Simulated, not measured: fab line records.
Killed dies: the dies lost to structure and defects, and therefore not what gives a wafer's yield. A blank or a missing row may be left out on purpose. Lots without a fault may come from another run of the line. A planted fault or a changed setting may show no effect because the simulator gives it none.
Code-filled problem report in 8D (eight disciplines) form + flow sky130 + the parts of the form that need people (team, actions taken, sign-off) are left out

== 1. THE ISSUE ==
SKY_PAD_OPEN_PROBE_99, killed_at_M0_to_M3: mean 74 over 1 wafer from 1 lot; wafers with no fault: 44, standard deviation 6.5. That puts it +4.6 standard deviations away from the usual mean.
First observed at day 47 19:32: wafer L646.4, on prober-01. At this step, 15 wafers from 5 lots have a number in the record. Rule for "out", or "out of limits": more than 4 standard deviations from the usual mean. All remaining wafers that have a number are taken as sound.

== 2. WHAT THIS IS AND IS NOT ==
| question                    | is                 | is not                                                                                                                  |
|-----------------------------|--------------------|-------------------------------------------------------------------------------------------------------------------------|
| which readings at this step | killed_at_M0_to_M3 | killed_at_M4_up, killed-at-contacts, killed-at-front-end, killed-at-other, killed-open, killed-short, sort_bin_6_memory |
| which lots                  | L646               | L653, L654, L656, L658                                                                                                  |
| which wafers of those lots  | L646.4             | L646.1, L646.3                                                                                                          |
| read on which tools         | prober-01          | prober-02                                                                                                               |
| when                        | from day 47 19:32  | up to then (2 sound wafers); but 12 sound wafers of L653, L654, L656, L658 came after                                   |

== 3. WHAT RULES OUT EACH SUSPECT ==
Counting: a tool at a process step up to the reading stays a suspect if it ran every lot that is out. Sound lots after the first of them don't rule it out here, since some wafers of a struck lot are sound.
- rie-diel-03 at SKY_VIA1_ETCH_14 (etches BARC in N2/H2, stops on SiO2, time 45.9 s, target depth 60 nm): kept. It ran the lot that is out, L646 (day 36 09:08).
- rie-metal-02 at SKY_METAL4_ETCH_16 (etches BARC in N2/H2, stops on SiO2, time 88.2 s, target depth 60 nm): kept. It ran the lot that is out, L646 (day 44 00:12).
- rie-metal-04 at SKY_METAL5_DESCUM_14 (chemistry O2, time 11 s): kept. It ran the lot that is out, L646 (day 45 22:19).
- prober-01 at SKY_PAD_OPEN_PROBE_99: kept. It ran the lot that is out, L646 (day 47 19:23). Out on those wafers are its own readings of killed_at_M0_to_M3.
- rie-diel-03, SKY_VIA1_ETCH_14: wafers that are out in chamber 0, sound lot-mates in chambers 2, 3.
- Within rie-metal-02 at SKY_METAL4_ETCH_16: the wafers that are out ran in chamber 1; their sound lot-mates ran in chamber 0.
- Within rie-metal-04 at SKY_METAL5_DESCUM_14: the wafers that are out ran in chamber 0; their sound lot-mates ran in chamber 1.
Left after counting: rie-diel-03 at SKY_VIA1_ETCH_14, rie-metal-02 at SKY_METAL4_ETCH_16, rie-metal-04 at SKY_METAL5_DESCUM_14, prober-01 at SKY_PAD_OPEN_PROBE_99.

== 4. THE CAUSE (what the simulator had put in) ==
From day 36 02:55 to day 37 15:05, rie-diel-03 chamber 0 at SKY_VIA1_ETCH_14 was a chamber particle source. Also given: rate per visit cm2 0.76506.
After counting, 4 suspects remain, this tool included.

== 5. THE CHAIN OF EFFECTS, in route order ==
Each row: a reading whose mean over the struck wafers that have a number lies more than 3 standard deviations from the usual. Only readings whose record carries a usual standard deviation are examined. hours: median over the lots of the time between each lot's start at the first step of this table that gives one and its start at this step. sigmas: the change, counted in usual standard deviations.
| hours | step                  | reading              | usual | on struck wafers | change | sigmas |
|-------|-----------------------|----------------------|-------|------------------|--------|--------|
| 0     | SKY_PAD_OPEN_PROBE_99 | killed_at_M0_to_M3   | 44    | 74               | +30    | +4.6   |
| 0     | SKY_PAD_OPEN_PROBE_99 | sort_bin_3_pad_short | 0.9 % | 2.6              | +1.7   | +4.0   |
Here are the process steps it includes:
- SKY_PAD_OPEN_PROBE_99

== 6. HOW IT WOULD HAVE BEEN CAUGHT EARLIER ==
First out-of-limits reading in this record: day 47 19:32, which is 281 hours after fault onset at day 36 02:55.
No tool reading at SKY_VIA1_ETCH_14 that has a usual standard deviation in the record was out on any struck wafer, so an alarm limit of 4 standard deviations on those readings would not have fired.
By day 47 19:32 the whole set of lots that are out, 1 in number, had already begun SKY_VIA1_ETCH_14 on rie-diel-03. Tool hold at that time: it would have spared none of them.
